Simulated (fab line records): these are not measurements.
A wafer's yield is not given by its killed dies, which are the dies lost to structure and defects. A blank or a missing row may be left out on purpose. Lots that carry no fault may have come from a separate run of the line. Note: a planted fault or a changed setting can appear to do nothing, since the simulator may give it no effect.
Which tool was responsible?	flow gf180mcu	Sampling: 13 lots, 37 wafers, 5 of 602 route steps

## WHAT THE GAUGES READ, wafer by wafer
GF_VT_IMPLANT_RS_MEAS_49: a four-point-probe measurement. Usual: for MVPSD_RS the level is 1167.8 ohm/sq and the standard deviation is 2.8.
lot	measured	on	MVPSD_RS (ohm/sq)	flag
L762	day 7 21:42	film-metro-03	1166.2 1165.7 1166.7	
L763	day 8 06:55	film-metro-02	1169.4 1168.1 1167.7	
L765	day 8 19:06	film-metro-03	1169.8	
L772	day 10 18:22	film-metro-04	1165.8 1169.8 1165.5	
L773	day 11 00:10	film-metro-02	1168.0 1171.3 1170.3	
L775	day 11 13:41	film-metro-03	1170.4 1163.3 1170.1	
L776	day 11 20:09	film-metro-04	1166.1 1171.0 1170.3	
L777	day 12 02:30	film-metro-02	1161.0 1166.3 1163.5	
L778	day 12 09:05	film-metro-02	1164.2 1166.2 1164.2	
L779	day 12 17:55	film-metro-03	1169.5 1171.1 1171.2	
L781	day 13 06:29	film-metro-03	1167.9 1168.5 1165.6	
L782	day 13 13:22	film-metro-03	1169.2 1166.3 1168.9	
L784	day 14 00:46	film-metro-02	1168.1 1168.1 1170.4	

GF_HV_LDD_RS_MEAS_53: a four-point-probe measurement. Usual: for HV_LDD_RS the level is 418.8 ohm/sq and the standard deviation is 0.87.
lot	measured	on	HV_LDD_RS (ohm/sq)	flag
L762	day 12 17:20	film-metro-03	417.7 417.3 417.0	
L763	day 13 05:46	film-metro-02	419.8 420.3 418.7	
L765	day 13 20:17	film-metro-04	423.2 422.6	OFF
L772	day 16 04:11	film-metro-04	419.1 418.3 417.7	
L773	day 16 11:24	film-metro-04	418.8 418.1 419.5	
L775	day 17 03:40	film-metro-02	419.0 419.0 419.0	
L776	day 17 11:23	film-metro-03	418.3 418.6 419.0	
L777	day 17 17:08	film-metro-04	418.8 418.5 420.0	
L778	day 18 01:52	film-metro-03	418.6 418.3 419.0	
L779	day 18 12:17	film-metro-03	417.9 417.9 418.2	
L781	day 19 04:01	film-metro-04	419.4 418.7 418.5	
L782	day 19 11:27	film-metro-02	416.4 417.3 417.3	
L784	day 20 03:42	film-metro-03	418.7 419.1 418.4	

GF_HV_LDD_THK_MEAS_57. Usual: for HV_LDD_CVD_56_THK the level is 89.8 nm and the standard deviation is 0.73.
lot	measured	on	HV_LDD_CVD_56_THK (nm)	flag
L762	day 12 19:57	film-metro-02	88.4 89.0 89.5	
L763	day 13 09:05	film-metro-03	89.6 90.0 89.1	
L765	day 14 02:05	film-metro-02	89.5	
L772	day 16 06:48	film-metro-02	89.1 88.8 88.9	
L773	day 16 15:16	film-metro-02	89.4 89.7 89.7	
L775	day 17 06:17	film-metro-03	90.1 90.7 90.5	
L776	day 17 15:06	film-metro-03	90.3 90.1 90.3	
L777	day 17 20:27	film-metro-02	89.7 89.1 89.8	
L778	day 18 04:29	film-metro-03	89.9 89.5 90.2	
L779	day 18 14:55	film-metro-02	89.7 90.2 89.5	
L781	day 19 06:39	film-metro-03	90.1 89.4 90.3	
L782	day 19 14:05	film-metro-02	90.3 90.3 91.2	
L784	day 20 07:02	film-metro-03	89.1 89.0 89.0	

## WHAT TOOL EACH LOT RAN ON (gives the tool, then ch and the chambers of the sampled wafers, and finally the start)
lot	GF_HV_LDD_STRIP_22	GF_HV_LDD_IMPLANT_33
L762	plasma-asher-01 ch 0,1, day 11 02:20	implanter-04 ch 0, day 11 20:55
L763	plasma-asher-01 ch 0,1, day 11 14:01	implanter-04 ch 0, day 12 09:07
L765	plasma-asher-01 ch 1, day 12 02:45	implanter-04 ch 0, day 12 22:32
L772	plasma-asher-01 ch 1, day 14 07:26	implanter-01 ch 0, day 15 05:15
L773	plasma-asher-04 ch 0,1, day 14 15:08	implanter-02 ch 0, day 15 12:10
L775	plasma-asher-02 ch 0,1, day 15 06:23	implanter-01 ch 0, day 16 04:03
L776	plasma-asher-02 ch 0,1, day 15 13:49	implanter-02 ch 0, day 16 11:58
L777	plasma-asher-01 ch 0,1, day 15 19:47	implanter-01 ch 0, day 16 17:40
L778	plasma-asher-04 ch 1, day 16 03:35	implanter-02 ch 0, day 17 01:51
L779	plasma-asher-02 ch 0,1, day 16 13:46	implanter-04 ch 0, day 17 12:09
L781	plasma-asher-04 ch 0,1, day 17 03:47	implanter-04 ch 0, day 18 02:28
L782	plasma-asher-01 ch 0,1, day 17 10:46	implanter-02 ch 0, day 18 09:53
L784	plasma-asher-02 ch 0,1, day 18 01:55	implanter-02 ch 0, day 19 02:05
- GF_HV_LDD_STRIP_22: strips in O2/N2.
- GF_HV_LDD_IMPLANT_33

## AS READ BY THE TOOLS THEMSELVES (means over the sampled wafers that have a number; for cases with no such wafer, the mark the record gives instead)
GF_HV_LDD_STRIP_22. Usual: drypump-motor-current-A 5.4 A, standard deviation 0.39; heater-power-w 322 W, standard deviation 28; n2-flow-sccm 300.0 sccm, standard deviation 0.87; o2-flow-sccm 3000 sccm, standard deviation 9.4; oes-product-au 0.716 a.u., standard deviation 0.0043; strip-time-to-endpoint-s 12.49 s, standard deviation 0.043.
lot	tool	drypump-motor-current-A (A)	heater-power-w (W)	n2-flow-sccm (sccm)	o2-flow-sccm (sccm)	oes-product-au (a.u.)	strip-time-to-endpoint-s (s)	flag
L762	plasma-asher-01	5.5	302	299.7	2998	0.716	12.48	
L763	plasma-asher-01	5.3	317	299.8	2998	0.715	12.51	
L765	plasma-asher-01	5.6	297	300.0	3003	0.721	12.62	OFF
L772	plasma-asher-01	5.6	287	300.7	2997	0.717	12.46	
L773	plasma-asher-04	5.6	295	300.1	3004	0.715	12.48	
L775	plasma-asher-02	5.3	348	299.7	2994	0.717	12.48	
L776	plasma-asher-02	5.3	358	300.1	3003	0.717	12.48	
L777	plasma-asher-01	5.4	317	299.4	2999	0.712	12.46	
L778	plasma-asher-04	5.1	320	300.9	2998	0.713	12.50	
L779	plasma-asher-02	5.3	352	298.4	2995	0.718	12.44	
L781	plasma-asher-04	5.6	297	300.4	2997	0.717	12.40	
L782	plasma-asher-01	5.5	307	300.2	2995	0.718	12.48	
L784	plasma-asher-02	5.6	353	300.6	3007	0.716	12.45	

## THE ANSWER, worked out from the rows above alone
Rule: a lot counts as off when the mean over its wafers that have a number is more than 3 standard deviations away from the usual mean. A lot without any number at a reading at which 4 lots or more have one is off too. Where the step has rows for the other lots, those lots are counted as sound. Order of review: gauges by route order, followed by the tools' own readings, for which a lot's mean as printed above is used. At the first step where some lot is off, the reading lying furthest off is the one used; lots without a number count as furthest.
Off: at GF_HV_LDD_RS_MEAS_53 (HV_LDD_RS), L765.
If a tool, at a process step before that reading, ran all the lots that are off and no sound lot after the first of them, it fits. Not tried: the gauges at GF_HV_LDD_RS_MEAS_53; whatever is off there is also off at GF_HV_LDD_STRIP_22, on other tools, and gauge error can't account for it. No candidate that was tried fits.

## WHAT THE SIMULATOR HAD INSERTED
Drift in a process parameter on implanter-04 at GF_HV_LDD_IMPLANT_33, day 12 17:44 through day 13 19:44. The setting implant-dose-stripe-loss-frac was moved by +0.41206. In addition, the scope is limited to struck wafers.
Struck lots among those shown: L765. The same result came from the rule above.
